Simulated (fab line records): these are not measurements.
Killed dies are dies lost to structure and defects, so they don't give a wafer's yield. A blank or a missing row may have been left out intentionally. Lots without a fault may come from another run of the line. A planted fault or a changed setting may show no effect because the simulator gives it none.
Which tool was responsible? / flow sky130 / 13 lots with 39 wafers sampled at 2 steps, on a route of 708 steps

== WHAT THE GAUGES READ, wafer by wafer ==
SKY_VIA4_RS_MEAS_19: measures by four-point-probe. Usual: for VIA4_W_RS the level is 0.2248 ohm/sq and the standard deviation is 0.0027.
lot=L153; measured=day 42 20:50; on=filmMetro-02; VIA4_W_RS (ohm/sq)=0.2247 0.2229 0.2260; flag=
lot=L154; measured=day 42 21:11; on=filmMetro-03; VIA4_W_RS (ohm/sq)=0.2267 0.2289 0.2297; flag=
lot=L155; measured=day 43 00:27; on=filmMetro-03; VIA4_W_RS (ohm/sq)=0.2275 0.2272 0.2276; flag=
lot=L157; measured=day 43 19:50; on=filmMetro-03; VIA4_W_RS (ohm/sq)=0.2252 0.2239 0.2216; flag=
lot=L158; measured=day 44 06:35; on=filmMetro-02; VIA4_W_RS (ohm/sq)=0.2224 0.2241 0.2224; flag=
lot=L167; measured=day 46 17:39; on=filmMetro-02; VIA4_W_RS (ohm/sq)=0.2248 0.2198 0.2202; flag=
lot=L168; measured=day 47 04:34; on=filmMetro-01; VIA4_W_RS (ohm/sq)=0.2252 0.2249 0.2254; flag=
lot=L170; measured=day 47 13:42; on=filmMetro-01; VIA4_W_RS (ohm/sq)=0.2217 0.2289 0.2208; flag=
lot=L171; measured=day 47 15:08; on=filmMetro-01; VIA4_W_RS (ohm/sq)=0.2246 0.2218 0.2216; flag=
lot=L172; measured=day 47 21:59; on=filmMetro-01; VIA4_W_RS (ohm/sq)=0.2233 0.2258 0.2231; flag=
lot=L173; measured=day 48 04:25; on=filmMetro-03; VIA4_W_RS (ohm/sq)=0.2279 0.2288 0.2254; flag=
lot=L174; measured=day 47 23:14; on=filmMetro-02; VIA4_W_RS (ohm/sq)=0.2271 0.2238 0.2230; flag=
lot=L175; measured=day 48 08:40; on=filmMetro-03; VIA4_W_RS (ohm/sq)=0.2281 0.2211 0.2304; flag=

== TOOL THAT RAN EACH LOT (tool first, then ch and the chambers of the sampled wafers, then the start) ==
lot=L153; SKY_SONOS_ONO_CVD_04=lpcvd-03 ch 0, day 11 15:18
lot=L154; SKY_SONOS_ONO_CVD_04=lpcvd-03 ch 1, day 11 15:18
lot=L155; SKY_SONOS_ONO_CVD_04=lpcvd-03 ch 1, day 11 21:59
lot=L157; SKY_SONOS_ONO_CVD_04=lpcvd-03 ch 1, day 12 12:39
lot=L158; SKY_SONOS_ONO_CVD_04=lpcvd-03 ch 1, day 13 03:11
lot=L167; SKY_SONOS_ONO_CVD_04=lpcvd-03 ch 1, day 16 04:22
lot=L168; SKY_SONOS_ONO_CVD_04=lpcvd-03 ch 0, day 16 22:16
lot=L170; SKY_SONOS_ONO_CVD_04=lpcvd-03 ch 1, day 17 06:15
lot=L171; SKY_SONOS_ONO_CVD_04=lpcvd-03 ch 1, day 17 17:10
lot=L172; SKY_SONOS_ONO_CVD_04=lpcvd-03 ch 0, day 18 02:53
lot=L173; SKY_SONOS_ONO_CVD_04=lpcvd-03 ch 0, day 18 08:04
lot=L174; SKY_SONOS_ONO_CVD_04=lpcvd-03 ch 1, day 18 09:19
lot=L175; SKY_SONOS_ONO_CVD_04=lpcvd-03 ch 1, day 18 18:34
- SKY_SONOS_ONO_CVD_04: deposits SiO2 from SiH4/N2O, target thk 5.7199 nm.

== WHAT THE TOOLS THEMSELVES READ (means of the sampled wafers that have a number; where no wafer has one, the mark that the record gives instead) ==
SKY_SONOS_ONO_CVD_04. Usual: spikeTcCentreC 900.4 C, standard deviation 1; zonePowerBottomPct 28.2 %, standard deviation 2.3; zonePowerUpperPct 18.1 %, standard deviation 1.3.
lot=L153; tool=lpcvd-03; spikeTcCentreC (C)=901.2; zonePowerBottomPct (%)=31.3; zonePowerUpperPct (%)=19.8; flag=
lot=L154; tool=lpcvd-03; spikeTcCentreC (C)=900.6; zonePowerBottomPct (%)=26.4; zonePowerUpperPct (%)=17.1; flag=
lot=L155; tool=lpcvd-03; spikeTcCentreC (C)=900.8; zonePowerBottomPct (%)=26.3; zonePowerUpperPct (%)=17.0; flag=
lot=L157; tool=lpcvd-03; spikeTcCentreC (C)=900.7; zonePowerBottomPct (%)=26.7; zonePowerUpperPct (%)=17.2; flag=
lot=L158; tool=lpcvd-03; spikeTcCentreC (C)=900.4; zonePowerBottomPct (%)=26.3; zonePowerUpperPct (%)=17.0; flag=
lot=L167; tool=lpcvd-03; spikeTcCentreC (C)=900.6; zonePowerBottomPct (%)=26.7; zonePowerUpperPct (%)=17.2; flag=
lot=L168; tool=lpcvd-03; spikeTcCentreC (C)=900.6; zonePowerBottomPct (%)=31.0; zonePowerUpperPct (%)=20.0; flag=
lot=L170; tool=lpcvd-03; spikeTcCentreC (C)=899.6; zonePowerBottomPct (%)=26.7; zonePowerUpperPct (%)=17.0; flag=
lot=L171; tool=lpcvd-03; spikeTcCentreC (C)=901.1; zonePowerBottomPct (%)=26.6; zonePowerUpperPct (%)=17.1; flag=
lot=L172; tool=lpcvd-03; spikeTcCentreC (C)=900.1; zonePowerBottomPct (%)=31.3; zonePowerUpperPct (%)=19.7; flag=
lot=L173; tool=lpcvd-03; spikeTcCentreC (C)=900.1; zonePowerBottomPct (%)=31.1; zonePowerUpperPct (%)=19.9; flag=
lot=L174; tool=lpcvd-03; spikeTcCentreC (C)=900.3; zonePowerBottomPct (%)=26.5; zonePowerUpperPct (%)=17.2; flag=
lot=L175; tool=lpcvd-03; spikeTcCentreC (C)=899.9; zonePowerBottomPct (%)=26.4; zonePowerUpperPct (%)=17.1; flag=

== THE ANSWER, worked out from the rows above alone ==
Rule: a lot counts as off when the mean over its wafers that have a number is more than 3 standard deviations away from the usual mean. A lot without any number at a reading at which 4 lots or more have one is off too. Any other lot the step has rows for is counted as sound. Order of review: gauges by route order, followed by the tools' own readings, for which a lot's mean as printed above is used. The first step at which some lot is off is used, and at that step the reading that is off furthest; a lot without a number counts as furthest.
Nothing can be told from this: no lot is off at any reading shown.

== WHAT WAS PUT IN BY THE SIMULATOR ==
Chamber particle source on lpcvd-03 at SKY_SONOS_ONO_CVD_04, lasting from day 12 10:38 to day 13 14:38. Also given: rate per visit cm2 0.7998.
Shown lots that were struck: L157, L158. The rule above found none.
